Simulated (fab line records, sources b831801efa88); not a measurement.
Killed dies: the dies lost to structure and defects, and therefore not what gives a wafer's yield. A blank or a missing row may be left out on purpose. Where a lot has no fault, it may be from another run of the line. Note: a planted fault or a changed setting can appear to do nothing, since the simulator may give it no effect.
Matching of chambers    flow gf180mcu    GF_V1_CMP_26 on cmp-02: 4 sister chambers
The step polishes, stops on SiO2, t overpolish 15 s, target thk 0 nm. 20 wafers are shown with their chamber, then 10 later ones without.

## WAFERS PAIRED WITH THEIR CHAMBERS
wafer   chamber  motorCurrentA (A)  slurryFlowMlMin  timeToEndpointS (s)
L913.2  0        11.9               150.4            94
L913.3  2        11.9               150.0            91
L913.5  3        12.8               149.3            92
L914.2  0        12.0               150.2            93
L914.4  2        10.9               150.2            84
L914.6  0        12.5               150.1            93
L915.1  0        12.2               150.2            82
L915.3  2        11.6               150.1            79
L915.4  1        9.7                149.6            84
L918.1  3        12.4               149.7            85
L918.4  1        10.3               150.0            85
L918.6  3        12.1               150.3            81
L926.2  3        12.6               149.8            84
L926.4  1        10.7               149.8            88
L926.6  1        10.2               150.1            91
L927.2  3        12.6               150.0            79
L927.5  0        13.0               150.1            85
L927.6  1        10.8               149.9            86
L929.2  1        10.7               150.1            88
L929.3  0        12.9               149.9            87

SIGNATURES (averages over the wafers above)
reading          chamber 0  chamber 1  chamber 2  chamber 3  scatter within a chamber
motorCurrentA    12.417     10.400     11.467     12.500     0.415
slurryFlowMlMin  150.150    149.917    150.100    149.820    0.236
timeToEndpointS  89.00      87.00      84.67      84.20      4.54
Rule: a wafer's distance from a chamber is the root of the sum, over the readings, of the square of ((its reading less the chamber's mean) divided by the reading's scatter). If the next closest chamber is less than 2 further off than the closest, the wafer can't be placed; otherwise it belongs to the closest. The scatter: the root of (the sum of the squares of (reading less its chamber's mean) over the shown wafers, divided by (wafers less chambers)).

## WAFERS WITH NO CHAMBER GIVEN
wafer   motorCurrentA (A)  slurryFlowMlMin  timeToEndpointS (s)
L929.5  12.4               149.6            82
L931.1  12.8               150.8            84
L931.2  12.2               150.2            84
L931.6  10.7               149.9            81
L930.1  10.2               149.1            84
L930.2  13.0               150.3            83
L930.4  12.0               150.1            87
L936.3  10.6               150.2            83
L936.4  12.8               149.9            82
L936.5  10.0               150.0            85

## WHICH CHAMBER EACH WENT THROUGH
wafer   from the rows above           in truth
L929.5  can't be placed: 3 or 0       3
L931.1  can't be placed: 0 or 3 or 2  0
L931.2  can't be placed: 0 or 3 or 2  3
L931.6  can't be placed: 1 or 2       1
L930.1  can't be placed: 1 or 2       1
L930.2  can't be placed: 0 or 3 or 2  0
L930.4  can't be placed: 0 or 2 or 3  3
L936.3  can't be placed: 1 or 2       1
L936.4  can't be placed: 3 or 0       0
L936.5  1                             1
Placed correctly: 1 of 10. Can't be placed from these rows: 9 (the true chamber is among the candidates in 9). Wrongly placed: 0.
